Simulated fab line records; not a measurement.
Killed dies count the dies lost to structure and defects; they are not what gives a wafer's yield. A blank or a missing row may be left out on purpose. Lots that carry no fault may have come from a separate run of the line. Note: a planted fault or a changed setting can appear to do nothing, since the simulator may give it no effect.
2 desks looking at one fault :: flow sky130 :: numbers are kept per desk, each desk with only its own; the story behind them comes last

== DESK OF THE TOOL OWNER: rie_diel-01 ==
The tool's own readings at SKY_LI_CONTACT_ETCH_14 (etches BARC in N2/H2, stops on SiO2, time 45.9 s, target depth 60 nm): means of the sampled wafers that have a number, for each lot that ran on this tool. Marked OUT: a lot whose mean sits more than 4 standard deviations from the usual mean, which makes it out of limits; the brackets give that distance.
Columns: A = bias_w at SKY_LI_CONTACT_ETCH_14, usual 100.0 W; B = drypump_motor_current_A at SKY_LI_CONTACT_ETCH_14, usual 5.8 A; C = n2_flow_sccm at SKY_LI_CONTACT_ETCH_14, usual 100.0 sccm; D = oes_product_au at SKY_LI_CONTACT_ETCH_14, usual 0.854 a.u.; E = run_length_s at SKY_LI_CONTACT_ETCH_14, usual 74.2 s; F = throttle_valve_pct at SKY_LI_CONTACT_ETCH_14, usual 13.224 %
lot: L118
first seen here: day 31 12:22
A: 100.5
B: 5.8
C: 99.7
D: 0.850
E: 73.8
F: 13.227

lot: L120
first seen here: day 32 07:46
A: 100.0
B: 5.8
C: 99.8
D: 0.856
E: 74.2
F: 13.222

lot: L122
first seen here: day 32 22:55
A: 100.0
B: 5.8
C: 99.9
D: 0.900 (+12) OUT
E: 72.1 (-6.5) OUT
F: 13.228

lot: L123
first seen here: day 33 08:10
A: 100.5
B: 6.2
C: 100.5
D: 0.906 (+13) OUT
E: 71.7 (-7.7) OUT
F: 13.222

lot: L132
first seen here: day 35 23:19
A: 100.2
B: 6.0
C: 100.1
D: 0.853
E: 74.4
F: 13.218
This desk's finding: out of limits on L122, L123; first on L122, day 32 22:55 (oes_product_au at SKY_LI_CONTACT_ETCH_14). L118, L120, L132 stayed within limits.

== THE METROLOGY DESK ==
What the gauges read, lot by lot, whatever tool the lot ran on: means of the sampled wafers that have a number. Marked OUT: a lot whose mean sits more than 4 standard deviations from the usual mean, which makes it out of limits; the brackets give that distance.
Columns: A = LI_CONTACT_BOW at SKY_LI_CONTACT_BOW_MEAS_03, usual 56 um; B = cd_nm at SKY_LI_CONTACT_CD_MEAS_12, usual 169.8 nm; C = LI_CONTACT_OVL at SKY_LI_CONTACT_OVL_MEAS_13, usual 3 nm
lot: L118
first seen here: day 30 07:52
A: 56
B: 169.2
C: 3

lot: L120
first seen here: day 31 04:30
A: 59
B: 169.8
C: 1

lot: L122
first seen here: day 31 18:35
A: 57
B: 167.7
C: 5

lot: L123
first seen here: day 32 04:07
A: 51
B: 170.4
C: 6

lot: L126
first seen here: day 33 02:10
A: 53
B: 170.8
C: 1

lot: L132
first seen here: day 34 21:05
A: 51
B: 168.3
C: 8
This desk found nothing out of limits on any of the 6 lots.

== PUT TOGETHER ==
The tool owner's desk had the chance to raise an alarm at day 32 22:55 on L122, L123.
The metrology desk saw nothing out of limits.
The metrology desk holds a record of L122, L123, inside its limits.
All the named lots went through SKY_LI_CONTACT_ETCH_14 on rie_diel-01.

== WHAT WAS PUT IN BY THE SIMULATOR ==
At SKY_LI_CONTACT_ETCH_14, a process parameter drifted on rie_diel-01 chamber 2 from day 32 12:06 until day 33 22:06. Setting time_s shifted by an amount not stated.
Struck lots among those shown: L122, L123.
Delay in hours, fault start to first out-of-limits reading, by desk: the tool owner's desk at 11.
